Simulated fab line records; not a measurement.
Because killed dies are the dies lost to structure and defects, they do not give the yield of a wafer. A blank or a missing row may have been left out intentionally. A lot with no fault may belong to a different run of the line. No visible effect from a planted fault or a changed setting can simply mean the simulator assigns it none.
fab line records | flow gf180mcu
record lots=14 | wafers=42 | lastDay=32
route steps=602 shown M3@414 V3@430
lots untouched by any fault: they come from a run of this same line in which no faults occurred
startH: hours from the record's first day to the start of the lot's first wafer shown | waitH: hours elapsed since this lot's preceding step | " repeats the value in the row above | L1.1+2: several wafers, shown together as one row | - value missing, or start not given | * or withheld: withheld | < > ~ a bound
route shown NAME@n: names a module that has steps shown in the file, with the first one's number in the route | usual: the fault-free wafers' mean and standard deviation | same: alike in all rows | chamber/n: place in a boat | sites: each site's reading | _std_site: standard deviation of those values | _edge_site: inner sites' mean taken away from outer sites' mean | radiusMm: for every site, how far away it sits from the centre of the wafer | mask NAME#n: copy n | behind: the last tool/chamber to shape the wafer | hold: why the lot was held/for how many hours/how that ended | device: which transistor (n, p or np) failed to switch | end of line: the same wafers' tests at the end of the route | a step given without rows: its recipe and nothing more | killed: at the first sort, the dies lost to defects and structure; wafer yield is something else | map: dies across one wafer; x = killed, . = not, _ = none there
set.NAME: the setting that was run; set.NAME@STEP: the one run at that earlier step | model.NAME: the simulator's own value behind a step, which no gauge read
the route's steps for a sample of lots (tables are steps, rows are wafers)
services: when a tool's chamber went out of use (startH, in hours from the record's first day, below 0 if earlier), for how many hours, and the reason
## steps
# step GF_M3_RS_MEAS_05
# recipe thkMeasGauge=four-point-probe | reads=TiN_of_M3_SPUTTER_04+Ti_of_M3_SPUTTER_03+AlCu_of_M3_SPUTTER_02+TiN_of_M3_SPUTTER_01+Ti_of_M3_SPUTTER_00
# usual M3_ALCU_RS=0.0694/0.00054
lot.wafer | tool         | chamber | startH | waitH | M3_ALCU_RS[ohm/sq]
L137.3    | filmMetro-04 | -       | 470.67 | 0.1   | 0.0700
L137.5    | "            | -       | "      | "     | 0.0703
L137.6    | "            | -       | "      | "     | 0.0688
L138.1    | filmMetro-03 | -       | 474.13 | 0.0   | 0.0697
L138.2    | "            | -       | "      | "     | 0.0704
L138.5    | "            | -       | "      | "     | 0.0698
L141.2    | filmMetro-01 | -       | 499.65 | 0.0   | 0.0692
L141.3    | "            | -       | "      | "     | 0.0697
L141.5    | "            | -       | "      | "     | 0.0687
L143.2    | filmMetro-04 | -       | 520.00 | 0.0   | 0.0689
L143.5    | "            | -       | "      | "     | 0.0688
L143.6    | "            | -       | "      | "     | 0.0686
L144.2    | filmMetro-03 | -       | 532.55 | 0.0   | 0.0700
L144.4    | "            | -       | "      | "     | 0.0697
L144.6    | "            | -       | "      | "     | 0.0695
L145.1    | filmMetro-03 | -       | 544.41 | 0.0   | 0.0701
L145.3    | "            | -       | "      | "     | 0.0704
L145.6    | "            | -       | "      | "     | 0.0695
L146.2    | filmMetro-04 | -       | 547.41 | 0.0   | 0.0690
L146.3    | "            | -       | "      | "     | 0.0691
L146.6    | "            | -       | "      | "     | 0.0692
L147.4    | filmMetro-03 | -       | 554.85 | 0.1   | 0.0698
L147.5    | "            | -       | "      | "     | 0.0692
L147.6    | "            | -       | "      | "     | 0.0703
L148.1    | filmMetro-03 | -       | 565.70 | 0.0   | 0.0696
L148.3    | "            | -       | "      | "     | 0.0700
L148.4    | "            | -       | "      | "     | 0.0697
L149.1    | filmMetro-04 | -       | 574.42 | 0.0   | 0.0689
L149.2    | "            | -       | "      | "     | 0.0690
L149.3    | "            | -       | "      | "     | 0.0683
L150.1    | filmMetro-01 | -       | 577.85 | 0.0   | 0.0701
L150.3    | "            | -       | "      | "     | 0.0693
L150.6    | "            | -       | "      | "     | 0.0700
L152.3    | filmMetro-04 | -       | 596.07 | 0.1   | 0.0695
L152.4    | "            | -       | "      | "     | 0.0696
L152.6    | "            | -       | "      | "     | 0.0692
L154.3    | filmMetro-01 | -       | 609.06 | 0.1   | 0.0690
L154.5    | "            | -       | "      | "     | 0.0690
L154.6    | "            | -       | "      | "     | 0.0692
L158.1    | filmMetro-03 | -       | 635.94 | 0.0   | 0.0703
L158.4    | "            | -       | "      | "     | 0.0697
L158.5    | "            | -       | "      | "     | 0.0705
# step GF_V3_THK_MEAS_01
# recipe reads=SiO2_of_V3_CVD_00
# usual V3_CVD_00_THK=597/5.2
lot.wafer | tool         | chamber | startH | waitH | V3_CVD_00_THK[nm]
L137.3    | filmMetro-01 | -       | 495.28 | 0.1   | 602
L137.5    | "            | -       | "      | "     | 598
L137.6    | "            | -       | "      | "     | 597
L138.1    | filmMetro-02 | -       | 498.42 | 0.0   | 588
L138.2    | "            | -       | "      | "     | 590
L138.5    | "            | -       | "      | "     | 595
L141.2    | filmMetro-04 | -       | 523.35 | 0.0   | 603
L141.3    | "            | -       | "      | "     | 606
L141.5    | "            | -       | "      | "     | 601
L143.2    | filmMetro-04 | -       | 543.86 | 0.0   | 588
L143.5    | "            | -       | "      | "     | 593
L143.6    | "            | -       | "      | "     | 588
L144.2    | filmMetro-02 | -       | 555.05 | 0.0   | 600
L144.4    | "            | -       | "      | "     | 601
L144.6    | "            | -       | "      | "     | 600
L145.1    | filmMetro-04 | -       | 568.13 | 0.0   | 596
L145.3    | "            | -       | "      | "     | 607
L145.6    | "            | -       | "      | "     | 597
L146.2    | filmMetro-01 | -       | 570.34 | 0.1   | 597
L146.3    | "            | -       | "      | "     | 598
L146.6    | "            | -       | "      | "     | 597
L147.4    | filmMetro-04 | -       | 577.97 | 0.1   | 602
L147.5    | "            | -       | "      | "     | 597
L147.6    | "            | -       | "      | "     | 611
L148.1    | filmMetro-02 | -       | 587.68 | 0.0   | 598
L148.3    | "            | -       | "      | "     | 598
L148.4    | "            | -       | "      | "     | 600
L149.1    | filmMetro-02 | -       | 596.32 | 0.0   | 592
L149.2    | "            | -       | "      | "     | 593
L149.3    | "            | -       | "      | "     | 592
L150.1    | filmMetro-02 | -       | 599.50 | 0.0   | 606
L150.3    | "            | -       | "      | "     | 593
L150.6    | "            | -       | "      | "     | 592
L152.3    | filmMetro-01 | -       | 617.89 | 0.1   | 593
L152.4    | "            | -       | "      | "     | 601
L152.6    | "            | -       | "      | "     | 597
L154.3    | filmMetro-02 | -       | 630.52 | 0.1   | 596
L154.5    | "            | -       | "      | "     | 599
L154.6    | "            | -       | "      | "     | 599
L158.1    | filmMetro-02 | -       | 655.87 | 0.0   | 599
L158.4    | "            | -       | "      | "     | 594
L158.5    | "            | -       | "      | "     | 596
# step GF_V3_SOFTBAKE_10
# recipe tempC=130 | timeS=60 | resist=KrF
# usual heaterPowerTotalW=93.05/0.064 | plateTempC=130.01/0.15
# same timeS=60
lot.wafer | tool          | chamber | startH | waitH | heaterPowerTotalW | plateTempC
L137.3    | lithoTrack-02 | 0       | 507    | -     | 93.17             | 129.81
L137.5    | "             | 0       | "      | "     | 93.00             | 129.98
L137.6    | "             | 0       | "      | "     | 93.06             | 129.99
L138.1    | lithoTrack-01 | 0       | 510    | -     | 93.13             | 130.02
L138.2    | "             | 0       | "      | "     | 93.09             | 129.95
L138.5    | "             | 0       | "      | "     | 93.06             | 129.91
L141.2    | lithoTrack-03 | 0       | 535    | -     | 93.02             | 129.81
L141.3    | "             | 0       | "      | "     | 93.03             | 129.57
L141.5    | "             | 0       | "      | "     | 93.11             | 129.82
L143.2    | lithoTrack-01 | 0       | 555    | -     | 92.99             | 129.75
L143.5    | "             | 0       | "      | "     | 93.08             | 129.71
L143.6    | "             | 0       | "      | "     | 93.05             | 129.69
L144.2    | lithoTrack-01 | 0       | 567    | -     | 93.00             | 129.92
L144.4    | "             | 0       | "      | "     | 93.15             | 130.12
L144.6    | "             | 0       | "      | "     | 93.09             | 130.03
L145.1    | lithoTrack-01 | 0       | 579    | -     | 93.14             | 129.68
L145.3    | "             | 0       | "      | "     | 93.06             | 130.06
L145.6    | "             | 0       | "      | "     | 93.06             | 129.96
L146.2    | lithoTrack-01 | 0       | 581    | -     | 93.04             | 130.04
L146.3    | "             | 0       | "      | "     | 93.00             | 130.00
L146.6    | "             | 0       | "      | "     | 92.94             | 129.86
L147.4    | lithoTrack-02 | 0       | 589    | -     | 93.08             | 130.24
L147.5    | "             | 0       | "      | "     | 92.97             | 129.96
L147.6    | "             | 0       | "      | "     | 92.86             | 130.05
L148.1    | lithoTrack-03 | 0       | 598    | -     | 92.95             | 130.00
L148.3    | "             | 0       | "      | "     | 93.13             | 130.20
L148.4    | "             | 0       | "      | "     | 93.02             | 129.94
L149.1    | lithoTrack-02 | 0       | 607    | -     | 93.06             | 130.10
L149.2    | "             | 0       | "      | "     | 93.05             | 130.02
L149.3    | "             | 0       | "      | "     | 93.09             | 130.02
L150.1    | lithoTrack-02 | 0       | 610    | -     | 93.08             | 130.31
L150.3    | "             | 0       | "      | "     | 93.08             | 130.18
L150.6    | "             | 0       | "      | "     | 92.95             | 130.06
L152.3    | lithoTrack-03 | 0       | 629    | -     | 93.05             | 130.06
L152.4    | "             | 0       | "      | "     | 93.06             | 129.87
L152.6    | "             | 0       | "      | "     | 93.03             | 129.86
L154.3    | lithoTrack-02 | 0       | 640    | -     | 108.60            | 146.91
L154.5    | "             | 0       | "      | "     | 108.60            | 146.63
L154.6    | "             | 0       | "      | "     | 108.70            | 146.89
L158.1    | lithoTrack-02 | 0       | 665    | -     | 108.56            | 146.32
L158.4    | "             | 0       | 666    | -     | 108.64            | 146.25
L158.5    | "             | 0       | "      | "     | 108.66            | 146.40
# step GF_V3_CD_MEAS_14
# recipe targetCdNm=260
# usual cdNm=259.6/1.2
lot.wafer | tool     | chamber | startH | waitH | cdNm
L137.3    | cdSem-02 | -       | 519.06 | 0.1   | 257.8
L137.5    | "        | -       | "      | "     | 257.6
L137.6    | "        | -       | "      | "     | 257.8
L138.1    | cdSem-02 | -       | 522.20 | 0.1   | 260.7
L138.2    | "        | -       | "      | "     | 260.1
L138.5    | "        | -       | "      | "     | 261.0
L141.2    | cdSem-02 | -       | 546.57 | 0.1   | 258.6
L141.3    | "        | -       | "      | "     | 259.6
L141.5    | "        | -       | "      | "     | 259.9
L143.2    | cdSem-01 | -       | 566.77 | 0.1   | 259.2
L143.5    | "        | -       | "      | "     | 258.9
L143.6    | "        | -       | "      | "     | 259.8
L144.2    | cdSem-02 | -       | 577.47 | 0.1   | 260.4
L144.4    | "        | -       | "      | "     | 259.9
L144.6    | "        | -       | "      | "     | 259.5
L145.1    | cdSem-02 | -       | 590.70 | 0.1   | 260.6
L145.3    | "        | -       | "      | "     | 260.5
L145.6    | "        | -       | "      | "     | 260.8
L146.2    | cdSem-01 | -       | 592.49 | 0.1   | 260.5
L146.3    | "        | -       | "      | "     | 259.0
L146.6    | "        | -       | "      | "     | 258.5
L147.4    | cdSem-02 | -       | 599.11 | 0.1   | 258.1
L147.5    | "        | -       | "      | "     | 258.0
L147.6    | "        | -       | "      | "     | 258.5
L148.1    | cdSem-02 | -       | 609.22 | 0.1   | 260.9
L148.3    | "        | -       | "      | "     | 261.7
L148.4    | "        | -       | "      | "     | 260.8
L149.1    | cdSem-01 | -       | 617.60 | 0.1   | 258.1
L149.2    | "        | -       | "      | "     | 259.5
L149.3    | "        | -       | "      | "     | 258.1
L150.1    | cdSem-02 | -       | 619.97 | 0.1   | 260.6
L150.3    | "        | -       | "      | "     | 260.7
L150.6    | "        | -       | "      | "     | 259.1
L152.3    | cdSem-02 | -       | 639.01 | 0.1   | 259.2
L152.4    | "        | -       | "      | "     | 260.5
L152.6    | "        | -       | "      | "     | 259.9
L154.3    | cdSem-01 | -       | 650.01 | 0.1   | 325.8
L154.5    | "        | -       | "      | "     | 325.4
L154.6    | "        | -       | "      | "     | 325.5
L158.1    | cdSem-02 | -       | 676.35 | 0.1   | 326.1
L158.4    | "        | -       | "      | "     | 326.6
L158.5    | "        | -       | "      | "     | 325.1
# step GF_V3_ETCH_17
# recipe chemistry=C4F8/O2/Ar | maskMaterial=KrF | target=SiO2 | stopOn=TiN | sourceW=1500 | biasW=1200 | pressureMtorr=40 | c4f8FlowSccm=withheld | O2_flow_sccm=6 | Ar_flow_sccm=300 | timeS=withheld | targetDepthA=6350
# usual oesProductAu=0.855/0.0049
lot.wafer | tool       | chamber | startH | waitH | oesProductAu
L137.3    | rieDiel-03 | 1       | -      | -     | 0.864
L137.5    | "          | 1       | "      | "     | 0.858
L137.6    | "          | 2       | "      | "     | 0.857
L138.1    | rieDiel-03 | 3       | -      | -     | 0.862
L138.2    | "          | 2       | "      | "     | 0.863
L138.5    | "          | 3       | "      | "     | 0.851
L141.2    | rieDiel-04 | 3       | -      | -     | 0.846
L141.3    | "          | 2       | "      | "     | 0.848
L141.5    | "          | 2       | "      | "     | 0.858
L143.2    | rieDiel-03 | 1       | -      | -     | 0.862
L143.5    | "          | 1       | "      | "     | 0.856
L143.6    | "          | 0       | "      | "     | 0.861
L144.2    | rieDiel-03 | 1       | -      | -     | 0.858
L144.4    | "          | 0       | "      | "     | 0.847
L144.6    | "          | 1       | "      | "     | 0.851
L145.1    | rieDiel-03 | 2       | -      | -     | 0.856
L145.3    | "          | 3       | "      | "     | 0.858
L145.6    | "          | 3       | "      | "     | 0.855
L146.2    | rieDiel-02 | 3       | -      | -     | 0.849
L146.3    | "          | 0       | "      | "     | 0.856
L146.6    | "          | 0       | "      | "     | 0.853
L147.4    | rieDiel-04 | 2       | -      | -     | 0.852
L147.5    | "          | 0       | "      | "     | 0.861
L147.6    | "          | 1       | "      | "     | 0.861
L148.1    | rieDiel-04 | 1       | -      | -     | 0.854
L148.3    | "          | 3       | "      | "     | 0.855
L148.4    | "          | 2       | "      | "     | 0.860
L149.1    | rieDiel-04 | 1       | -      | -     | 0.849
L149.2    | "          | 0       | "      | "     | 0.856
L149.3    | "          | 3       | "      | "     | 0.856
L150.1    | rieDiel-03 | 1       | -      | -     | 0.856
L150.3    | "          | 3       | "      | "     | 0.855
L150.6    | "          | 1       | "      | "     | 0.853
L152.3    | rieDiel-02 | 1       | -      | -     | 0.855
L152.4    | "          | 2       | "      | "     | 0.855
L152.6    | "          | 2       | "      | "     | 0.847
L154.3    | rieDiel-02 | 0       | -      | -     | 0.852
L154.5    | "          | 0       | "      | "     | 0.860
L154.6    | "          | 1       | "      | "     | 0.857
L158.1    | rieDiel-04 | 2       | -      | -     | 0.862
L158.4    | "          | 3       | "      | "     | 0.854
L158.5    | "          | 1       | "      | "     | 0.851
## services
tool          | chamber | startH | hours | kind
rieDiel-02    | 2       | 503.79 | 4.9   | repair
rieDiel-04    | 3       | 515.57 | 9.0   | repair
rieDiel-03    | -       | 541.96 | 0.6   | repair
rieDiel-04    | -       | 548.37 | 0.7   | repair
rieDiel-03    | 3       | 553.54 | 5.7   | repair
rieDiel-02    | 2       | 589.43 | 4.3   | repair
rieDiel-02    | -       | 605.15 | 2.8   | pm
rieDiel-02    | 2       | 612.95 | 9.3   | repair
rieDiel-02    | 2       | 643.43 | -     | clean
rieDiel-02    | 2       | 643.43 | 25.3  | scheduledDown
rieDiel-02    | 2       | 643.43 | 25.3  | ventCycle
lithoTrack-02 | -       | 659.56 | -     | consumableReplace:filter
rieDiel-03    | -       | 667.44 | 1.3   | repair
rieDiel-03    | 2       | 673.69 | -     | clean
rieDiel-03    | 2       | 673.69 | 17.9  | scheduledDown
rieDiel-03    | 2       | 673.69 | 17.9  | ventCycle
## key
firstSign step=GF_V3_SOFTBAKE_10 | reading=heaterPowerTotalW | direction=up | sigmas=99+ | usual=93.05 | struck=108.63
effect step=GF_V3_SOFTBAKE_10 | reading=plateTempC | direction=up | sigmas=99+ | usual=* | struck=*
effect step=GF_V3_CD_MEAS_14 | reading=cdNm | direction=up | sigmas=53 | usual=259.6 | struck=325.7
metAt GF_V3_SOFTBAKE_10
struckLots L154,L158
laterRowsLeftOut L154.3,L154.5,L154.6,L158.1,L158.4,L158.5
sortLeftOut L154.3,L154.5,L154.6,L158.1,L158.4,L158.5
notActingAt GF_M3_RS_MEAS_05,GF_V3_THK_MEAS_01,GF_V3_ETCH_17
onsetBetween 610 640
fault kind=processParameterDrift | tool=lithoTrack-02 | chamber=- | onsetH=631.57 | steps=GF_V3_SOFTBAKE_10 | channel=tempC | offset=* | shape=step | endH=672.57 | actsIn=* | stated=*
# sortLeftOut: the simulated sort isn't trusted on such a fault, so these wafers' sort isn't shown, and their yield isn't known
# laterRowsLeftOut: the simulator's readings of these wafers behind a module that went badly wrong aren't trusted and aren't shown, but for the sort
